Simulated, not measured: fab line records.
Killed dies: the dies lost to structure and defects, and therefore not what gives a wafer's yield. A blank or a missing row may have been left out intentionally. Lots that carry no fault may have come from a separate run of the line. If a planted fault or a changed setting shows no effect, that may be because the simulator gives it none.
What tool caused it? | flow gf180mcu | 7 lots, 21 wafers sampled, at 2 steps of a route of 602

== WHAT THE GAUGES SHOWED, per wafer ==
GF_HV_LDD_TW_MEAS_50.
lot  | measured     | on           | HV_LDD_4_TW
L895 | day 12 22:13 | filmMetro-03 | 574.1 575.9 573.0
L897 | day 13 15:39 | filmMetro-01 | 574.9 573.7 572.8
L899 | day 14 09:23 | filmMetro-04 | 577.5 577.0 576.0
L902 | day 15 09:43 | filmMetro-04 | 572.6 573.3 573.0
L905 | day 16 06:17 | filmMetro-03 | 574.4 568.6 569.8
L910 | day 18 00:50 | filmMetro-03 | 569.4 572.1 575.6
L916 | day 20 08:12 | filmMetro-01 | 575.3 576.4 573.9

== WHAT TOOL EACH LOT RAN ON (gives the tool, then ch and the chambers of the sampled wafers, and finally the start) ==
lot  | GF_HV_LDD_IMPLANT_48
L895 | implanter-01 ch 0, day 12 21:58
L897 | implanter-01 ch 0, day 13 15:25
L899 | implanter-02 ch 0, day 14 09:08
L902 | implanter-02 ch 0, day 15 09:29
L905 | implanter-01 ch 0, day 16 06:03
L910 | implanter-01 ch 0, day 18 00:35
L916 | implanter-01 ch 0, day 20 07:58
- GF_HV_LDD_IMPLANT_48

== THE ANSWER, worked out from the rows above alone ==
Rule: the lots themselves supply what counts as usual. Put in order of their means at a reading, lots are off if they are a third of the lots or fewer, leave a main group of 4 or more, and stand apart from it by a gap of 3 or more times the standard deviation of the main group's means; of several such gaps the widest counts. If all means in a main group match to the digits the tables above print for the reading, that group is not used. Also off: a lot with no number at a reading for which 4 or more lots have one. Any other lot the step has rows for is counted as sound.
No lot is off at any reading shown: from this, nothing can be told.

== WHAT THE SIMULATOR PUT IN ==
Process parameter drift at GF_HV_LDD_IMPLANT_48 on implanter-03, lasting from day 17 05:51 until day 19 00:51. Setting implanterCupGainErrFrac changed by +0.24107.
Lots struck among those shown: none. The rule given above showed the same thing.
